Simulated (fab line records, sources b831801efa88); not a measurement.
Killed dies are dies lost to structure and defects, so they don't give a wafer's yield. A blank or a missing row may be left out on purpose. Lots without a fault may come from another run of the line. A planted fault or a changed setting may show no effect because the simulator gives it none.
One fault seen from 2 desks | flow sky130 | each desk has only its own numbers; what lay behind them comes last

THE METROLOGY DESK
What the gauges read, lot by lot, whatever tool the lot ran on: means of the sampled wafers that have a number. A lot is out of limits, marked OUT, if its mean lies more than 4 standard deviations from the usual mean; the brackets give that distance.
Columns: A = CAP2M_OVL at SKY_CAP2M_OVL_MEAS_12, usual -0.7 nm
lot  | first seen here | A
L400 | day 42 04:13    | -1.0
L403 | day 42 05:18    | -1.6
L401 | day 42 10:15    | -2.2
L399 | day 42 11:29    | -0.2
L402 | day 42 14:09    | 2.0
L407 | day 43 09:37    | -1.0
L411 | day 44 12:37    | -0.7
L413 | day 44 18:39    | -1.5
L415 | day 45 14:55    | -0.5
L416 | day 45 16:43    | -0.2
L418 | day 46 03:06    | 0.6
L421 | day 46 21:54    | -1.7
L422 | day 47 05:43    | -0.3
This desk's finding: nothing out of limits on any of the 13 lots.

THE TOOL OWNER'S DESK: pvd_sputter-01
The tool's own readings at SKY_METAL5_SPUTTER_00 (material Ti, target thk 15 nm, time 10 s): means of the sampled wafers that have a number, for each lot that ran on this tool. A lot is out of limits, marked OUT, if its mean lies more than 4 standard deviations from the usual mean; the brackets give that distance.
Columns: A = cathode_dc_power_W at SKY_METAL5_SPUTTER_00, usual 3000.0 W; B = chamber_pressure_pa at SKY_METAL5_SPUTTER_00, usual 0.4000 Pa; C = throttle_valve_pct at SKY_METAL5_SPUTTER_00, usual 30.2 %
lot  | first seen here | A                        | B      | C
L403 | day 44 07:25    | 3000.0                   | 0.3990 | 31.6
L402 | day 44 15:27    | 2999.8                   | 0.4002 | 30.9
L407 | day 45 08:53    | 3216.2 (+99 or more) OUT | 0.3993 | 30.4
This desk's finding: out of limits on L407; first on L407, day 45 08:53 (cathode_dc_power_W at SKY_METAL5_SPUTTER_00). In limits: L403, L402.

PUT TOGETHER
The tool owner's desk could have raised an alarm at day 45 08:53, on L407.
The metrology desk saw nothing out of limits.
The metrology desk has L407 on record, within its limits.
Of the lots named, all ran SKY_METAL5_SPUTTER_00 on pvd_sputter-01.

WHAT THE SIMULATOR HAD PUT IN
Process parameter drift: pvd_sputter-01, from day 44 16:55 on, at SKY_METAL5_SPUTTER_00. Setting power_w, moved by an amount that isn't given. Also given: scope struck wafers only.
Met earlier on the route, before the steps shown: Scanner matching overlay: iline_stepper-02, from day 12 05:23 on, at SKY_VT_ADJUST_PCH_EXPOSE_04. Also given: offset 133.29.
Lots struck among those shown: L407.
Hours from the fault's start to each desk's first reading out of limits: the tool owner's desk, 16.
